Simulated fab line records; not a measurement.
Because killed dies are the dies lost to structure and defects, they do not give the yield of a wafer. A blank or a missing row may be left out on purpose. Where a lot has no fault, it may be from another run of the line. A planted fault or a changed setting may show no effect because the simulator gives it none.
2 desks, one fault / flow gf180mcu / every desk sees just its own numbers, and what lay behind them comes last

== METROLOGY DESK ==
Means of the sampled wafers that have a number, per lot and without regard to the tool the lot ran on: this is what the gauges read. Marked OUT: a lot whose mean sits more than 4 standard deviations from the usual mean, which makes it out of limits; the brackets give that distance.
Columns: A = MIM_ALCU_THK at GF_MIM_THK_MEAS_11, usual 201.5 nm
lot=L517; first seen here=day 24 09:38; A=201.9
lot=L519; first seen here=day 25 04:53; A=203.7
lot=L520; first seen here=day 25 05:50; A=199.6
lot=L521; first seen here=day 25 18:53; A=199.0
lot=L523; first seen here=day 26 12:25; A=203.7
lot=L527; first seen here=day 27 18:40; A=203.1
lot=L529; first seen here=day 28 08:22; A=203.7
lot=L530; first seen here=day 28 18:59; A=203.4
lot=L531; first seen here=day 29 02:34; A=198.6
lot=L532; first seen here=day 29 14:55; A=204.7
lot=L536; first seen here=day 30 08:33; A=200.5
lot=L539; first seen here=day 31 08:36; A=200.9
lot=L540; first seen here=day 31 10:41; A=198.2
Finding of this desk: none of the 13 lots has anything out of limits.

== TOOL OWNER'S DESK, rie diel-03 ==
The tool's own readings at GF_V5_ETCH_16 (etches BARC in N2/H2): means of the sampled wafers that have a number, for each lot that ran on this tool. Marked OUT: a lot whose mean sits more than 4 standard deviations from the usual mean, which makes it out of limits; the brackets give that distance.
Columns: A = chamber pressure mTorr at GF_V5_ETCH_16, usual 29.997 mTorr; B = drypump motor current A at GF_V5_ETCH_16, usual 5.8 A; C = oes product au at GF_V5_ETCH_16, usual 0.854 a.u.; D = throttle valve pct at GF_V5_ETCH_16, usual 13.225 %
lot=L523; first seen here=day 29 00:56; A=29.985; B=5.4; C=0.853; D=13.227
lot=L527; first seen here=day 30 05:36; A=29.980; B=5.7; C=0.857; D=13.225
lot=L529; first seen here=day 30 18:10; A=30.010; B=5.8; C=0.854; D=13.220
lot=L530; first seen here=day 31 04:52; A=24.011 (-99 or more) OUT; B=5.8; C=0.859; D=13.229
lot=L531; first seen here=day 31 10:13; A=24.005 (-99 or more) OUT; B=5.7; C=0.850; D=13.220
This desk's verdict: out of limits on L530, L531, starting with L530 at day 31 04:52 (chamber pressure mTorr at GF_V5_ETCH_16). L523, L527, L529: within limits.

== BROUGHT TOGETHER ==
The tool owner's desk could have raised an alarm at day 31 04:52, on L530, L531.
Metrology desk: nothing out of limits seen.
The metrology desk holds a record of L530, L531, inside its limits.
Of the lots named, all ran GF_V5_ETCH_16 on rie diel-03.

== WHAT WAS PUT IN BY THE SIMULATOR ==
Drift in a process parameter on rie diel-03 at GF_V5_ETCH_16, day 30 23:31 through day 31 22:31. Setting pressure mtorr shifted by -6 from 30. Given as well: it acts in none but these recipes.
Lots struck among those shown: L530, L531.
Each desk's first reading out of limits, in hours after the fault started: the tool owner's desk, 5.
